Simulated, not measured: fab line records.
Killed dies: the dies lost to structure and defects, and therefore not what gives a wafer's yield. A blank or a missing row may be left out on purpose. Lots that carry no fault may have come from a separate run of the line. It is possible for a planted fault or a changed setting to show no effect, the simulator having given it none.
Which tool is to blame? ; flow gf180mcu ; 33 wafers from 11 lots sampled at 5 of the route's 602 steps

WHAT THE GAUGES SHOWED, per wafer
GF_HV_LDD_TW_MEAS_50.
lot;measured;on;HV_LDD_4_TW
L101;day 12 08:38;film metro-02;574 575 573
L103;day 12 20:32;film metro-03;563 567 568
L104;day 13 01:26;film metro-04;563 561 564
L106;day 13 21:04;film metro-02;570 573 568
L108;day 14 16:08;film metro-03;570 563 568
L111;day 15 22:13;film metro-02;30 30 30
L112;day 16 08:41;film metro-04;30 30 30
L115;day 17 03:33;film metro-02;573 574 575
L117;day 17 23:15;film metro-04;563 565 565
L119;day 18 11:34;film metro-04;564 564 566
L123;day 19 14:48;film metro-03;567 568 567

GF_M1_CD_MEAS_14: the cd target is 230 nm.
lot;measured;on;cd nm (nm)
L101;day 16 23:20;cd sem-01;229.9 229.6 229.9
L103;day 17 14:43;cd sem-02;229.5 230.0 229.5
L104;day 17 18:29;cd sem-01;229.1 228.6 227.9
L106;day 18 19:10;cd sem-02;229.4 228.6 228.5
L108;day 19 16:53;cd sem-01;229.1 229.8 228.8
L115;day 22 09:13;cd sem-01;228.3 229.5 228.3
L117;day 23 04:44;cd sem-02;229.1 230.6 229.5
L119;day 23 17:31;cd sem-01;230.4 229.2 229.9
L123;day 24 19:46;cd sem-01;229.3 229.2 230.1

TOOL THAT RAN EACH LOT (tool first, then ch and the chambers of the sampled wafers, then the start)
lot;GF_HV_LDD_STRIP_37;GF_HV_LDD_STRIP_49;GF_M1_SPUTTER_04
L101;plasma asher-04 ch 0,1, day 11 13:17;plasma asher-02 ch 0,1, day 12 08:32;pvd sputter-01, day 16 01:14
L103;plasma asher-02 ch 0,1, day 12 00:55;plasma asher-02 ch 0,1, day 12 20:26;pvd sputter-03, day 16 15:50
L104;plasma asher-01 ch 0,1, day 12 06:09;plasma asher-04 ch 0,1, day 13 01:19;pvd sputter-02, day 16 19:56
L106;plasma asher-04 ch 0,1, day 13 00:35;plasma asher-04 ch 0,1, day 13 20:58;pvd sputter-02, day 17 19:28
L108;plasma asher-01 ch 1, day 13 18:52;plasma asher-04 ch 0,1, day 14 16:02;pvd sputter-01, day 18 16:43
L111;plasma asher-01 ch 0,1, day 15 00:18;plasma asher-02 ch 0,1, day 15 22:06;-
L112;plasma asher-02 ch 0,1, day 15 10:12;plasma asher-04 ch 0,1, day 16 08:35;-
L115;plasma asher-01 ch 0,1, day 16 04:35;plasma asher-01 ch 0,1, day 17 03:27;pvd sputter-03, day 21 09:34
L117;plasma asher-01 ch 0,1, day 17 00:03;plasma asher-02 ch 0,1, day 17 23:09;pvd sputter-01, day 22 06:07
L119;plasma asher-01 ch 0,1, day 17 11:55;plasma asher-04 ch 0,1, day 18 11:28;pvd sputter-01, day 22 18:22
L123;plasma asher-02 ch 0,1, day 18 14:38;plasma asher-02 ch 1, day 19 14:42;pvd sputter-02, day 23 21:00
- GF_HV_LDD_STRIP_37: strips in O2/N2.
- GF_HV_LDD_STRIP_49: strips in O2/N2.
- GF_M1_SPUTTER_04: material TiN, target thk 50 nm, time 41.7 s.

WHAT THE TOOLS THEMSELVES READ (means of the sampled wafers that have a number; where no wafer has one, the mark that the record gives instead)
GF_HV_LDD_STRIP_37.
lot;tool;chamber pressure mTorr (mTorr);drypump motor current A (A);heater power w (W);oes product au (a.u.);strip time to endpoint s (s)
L101;plasma asher-04;1500;5.8;294;0.712;12.61
L103;plasma asher-02;1500;5.2;321;0.715;12.66
L104;plasma asher-01;1501;5.4;383;0.714;12.63
L106;plasma asher-04;1500;5.5;317;0.719;12.62
L108;plasma asher-01;1500;5.3;385;0.713;12.68
L111;plasma asher-01;-;-;-;-;-
L112;plasma asher-02;-;-;-;-;-
L115;plasma asher-01;1501;5.6;375;0.718;12.67
L117;plasma asher-01;1498;5.5;379;0.719;12.65
L119;plasma asher-01;1499;5.4;378;0.712;12.60
L123;plasma asher-02;1500;5.4;332;0.714;12.59

GF_HV_LDD_STRIP_49.
lot;tool;chamber pressure mTorr (mTorr);drypump motor current A (A);heater power w (W);oes product au (a.u.);strip time to endpoint s (s)
L101;plasma asher-02;1499.3;5.4;334;0.720;12.59
L103;plasma asher-02;1499.6;5.4;332;0.719;12.60
L104;plasma asher-04;1498.6;5.8;288;0.719;12.63
L106;plasma asher-04;1501.4;5.8;293;0.715;12.63
L108;plasma asher-04;1499.1;5.5;310;0.719;12.59
L111;plasma asher-02;1498.4;5.2;321;0.720;27.59
L112;plasma asher-04;1498.9;5.8;288;0.719;27.58
L115;plasma asher-01;1500.2;5.6;370;0.715;12.67
L117;plasma asher-02;1501.4;5.2;318;0.716;12.63
L119;plasma asher-04;1501.1;5.5;309;0.713;12.67
L123;plasma asher-02;1500.5;5.6;346;0.716;12.66

GF_M1_SPUTTER_04.
lot;tool;cathode dc power W (W);throttle valve pct (%)
L101;pvd sputter-01;6499.9;31.0
L103;pvd sputter-03;6499.5;30.1
L104;pvd sputter-02;6499.2;30.0
L106;pvd sputter-02;6499.8;29.8
L108;pvd sputter-01;6500.3;30.4
L115;pvd sputter-03;6500.3;30.4
L117;pvd sputter-01;6499.6;30.8
L119;pvd sputter-01;6499.7;30.2
L123;pvd sputter-02;6499.5;29.3

THE ANSWER, worked out from the rows above alone
Rule: usual is defined by the lots themselves. The widest of any qualifying gaps counts: lots, ordered by their means at a reading, are off when they make up no more than a third of the lots, leave a main group of 4 or more, and stand apart from it by 3 or more times the standard deviation of that group's means. Not used: any main group whose means are identical at the precision the tables above print for the reading. Also off: a lot with no number at a reading for which 4 or more lots have one. Any other lot the step has rows for is counted as sound. First the gauges in route order, then the tools' own readings, where a lot's mean is used as printed above. At the first step where some lot is off, the reading lying furthest off is the one used; lots without a number count as furthest.
Off: L111, L112, at GF_HV_LDD_TW_MEAS_50 (HV_LDD_4_TW). The main group: mean 568, standard deviation 3.9.
A tool fits if, at a process step before that reading, it ran every lot that is off, and no sound lot after the first of them. Not tried: the gauges at GF_HV_LDD_TW_MEAS_50; whatever is off there is also off at GF_HV_LDD_STRIP_37, on other tools, and gauge error can't account for it. None of those tried fits.

WHAT HAD BEEN PUT IN BY THE SIMULATOR
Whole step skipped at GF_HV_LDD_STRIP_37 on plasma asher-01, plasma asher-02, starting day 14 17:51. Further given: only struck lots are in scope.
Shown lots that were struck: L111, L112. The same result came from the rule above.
